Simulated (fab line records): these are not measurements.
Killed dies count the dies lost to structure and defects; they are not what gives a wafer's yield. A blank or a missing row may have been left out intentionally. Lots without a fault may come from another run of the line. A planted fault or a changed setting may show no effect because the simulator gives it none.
Comparing a struck lot with a sound one	flow gf180mcu	15 out of 602 route steps
Sound: these wafers, L459.3, L459.5, L459.6. Wafers struck: L455.2, L455.5, L455.6. The cause is named last.
Each step with rows lists, per side, the tool, then ch with its chambers, then its first start. Under that, the readings that differ: sound wafers	struck wafers	difference of the means	sigmas: that difference in standard deviations of wafers without a fault.
alike: readings whose means differ by less than 2 such deviations, and words and numbers that are the same on both sides. not compared: withheld readings, readings that some wafer has no value for, bounds like >300 that may hide the same value, and numbers for which the record gives no deviation and whose values overlap.
Wherever a step has rows on one side only, a row that says differs or no value, or a row with sigmas, the two part there. Numbers that have no deviation but don't overlap get no sigmas and don't part them. Lack of a reading on every wafer of one side parts them only where that side has two or more wafers.

GF_V4_BOW_MEAS_05:
  sound: filmMetro-03 at day 30 16:02; struck: filmMetro-04 at day 29 02:39
reading	sound	struck	difference	sigmas
V4_BOW (um)	149 150 160	139 139 127	-18	-2
then, 8 steps without rows for these wafers: GF_V4_DEHYDRATE_06 (time 60 s); GF_V4_HMDS_07 (prime time 60 s); GF_V4_COAT_08; GF_V4_COAT_09 (resist thk 1000 nm); GF_V4_SOFTBAKE_10 (time 60 s); GF_V4_EXPOSE_11 (exposes mask Via4, target cd 260 nm); GF_V4_PEB_12 (peb time 90 s); GF_V4_DEVELOP_13 (develop time 60 s).
GF_V4_CD_MEAS_14 targets a cd of 260 nm.
  sound: cdSem-02 at day 31 09:59; struck: cdSem-02 at day 29 21:52
  alike: cdNm
GF_V4_OVL_MEAS_15:
  sound: overlay-02 at day 31 10:05; struck: overlay-02 at day 29 21:59
  alike: V4_OVL
GF_V4_ETCH_16: etches BARC in N2/H2.
  sound on rieDiel-03 ch 2,3, day 31 10:07; struck on rieDiel-02 ch 1,2, day 29 22:01
  alike: biasW, drypumpMotorCurrentA, oesProductAu, throttleValvePct
GF_V4_ETCH_17: etches SiO2 in C4F8/O2/Ar, stops on TiN, target depth 630 nm.
  sound on rieDiel-03 ch 2,3, day 31 10:00; struck on rieDiel-02 ch 1,2, day 29 22:00
reading	sound	struck	difference	sigmas
biasW (W)	1199 1197 1208	1282 1282 1278	+79	+22
model.TiN_of_M4_SPUTTER_04.thkNm (nm)	49.3 49.69 49.48	49.25 48.99 49.17	-0.35	
  alike: oesProductAu
GF_V4_STRIP_18: strips in O2/N2.
  sound on plasmaAsher-01 ch 0,1, day 31 10:16; struck on plasmaAsher-01 ch 0,1, day 29 22:08
  alike: drypumpMotorCurrentA, heaterPowerW, oesProductAu
  not compared: rfHoursCounterH
next, for these wafers, 1 step has no rows: GF_PASSIVATION_PROBE_99.

## WHERE THEY PART
Earliest at GF_V4_BOW_MEAS_05; latest, in this record, at GF_V4_ETCH_17. Later steps at which nothing parts them and some readings are alike: GF_V4_STRIP_18.

WHY: the cause the simulator had injected
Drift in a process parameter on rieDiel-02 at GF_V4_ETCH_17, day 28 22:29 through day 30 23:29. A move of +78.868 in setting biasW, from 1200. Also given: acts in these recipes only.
